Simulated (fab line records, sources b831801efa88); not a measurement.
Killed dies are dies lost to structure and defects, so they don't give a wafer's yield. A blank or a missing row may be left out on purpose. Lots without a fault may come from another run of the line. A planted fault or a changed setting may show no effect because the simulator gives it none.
One fault seen from 2 desks | flow sky130 | each desk has only its own numbers; what lay behind them comes last

THE TOOL OWNER'S DESK: pvd_sputter-03
The tool's own readings at SKY_METAL2_SPUTTER_03 (material Ti, target thk 5 nm, time 3.3 s): means of the sampled wafers that have a number, for each lot that ran on this tool. A lot is out of limits, marked OUT, if its mean lies more than 4 standard deviations from the usual mean; the brackets give that distance.
Columns: A = chamber_pressure_pa at SKY_METAL2_SPUTTER_03, usual 0.4000 Pa; B = throttle_valve_pct at SKY_METAL2_SPUTTER_03, usual 30.2 %
lot  | first seen here | A                | B
L205 | day 37 09:57    | 0.4001           | 29.9
L207 | day 38 00:21    | 0.3649 (-44) OUT | 31.3
L208 | day 39 01:08    | 0.3830 (-22) OUT | 30.6
This desk's finding: out of limits on L207, L208; first on L207, day 38 00:21 (chamber_pressure_pa at SKY_METAL2_SPUTTER_03). In limits: L205.

THE METROLOGY DESK
What the gauges read, lot by lot, whatever tool the lot ran on: means of the sampled wafers that have a number. A lot is out of limits, marked OUT, if its mean lies more than 4 standard deviations from the usual mean; the brackets give that distance.
Columns: A = VIA1_W_RS at SKY_VIA1_RS_MEAS_22, usual 0.427 ohm/sq; B = VIA1_W_THK at SKY_VIA1_THK_MEAS_23, usual 277 nm
lot  | first seen here | A     | B
L202 | day 36 15:43    | 0.432 | 275
L205 | day 37 09:28    | 0.423 | 277
L207 | day 37 23:48    | 0.435 | 269
L208 | day 39 00:26    | 0.431 | 277
L211 | day 39 06:20    | 0.428 | 276
L216 | day 40 14:10    | 0.428 | 275
This desk's finding: nothing out of limits on any of the 6 lots.

PUT TOGETHER
The tool owner's desk could have raised an alarm at day 38 00:21, on L207, L208.
The metrology desk saw nothing out of limits.
The metrology desk has L207, L208 on record, within its limits.
Of the lots named, all ran SKY_METAL2_SPUTTER_03 on pvd_sputter-03.

WHAT THE SIMULATOR HAD PUT IN
Process parameter drift: pvd_sputter-03, from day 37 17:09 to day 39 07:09, at SKY_METAL2_SPUTTER_03. Setting chamber_pressure_pa, moved by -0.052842, from 0.4. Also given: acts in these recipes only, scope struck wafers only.
Lots struck among those shown: L207, L208.
Hours from the fault's start to each desk's first reading out of limits: the tool owner's desk, 7.
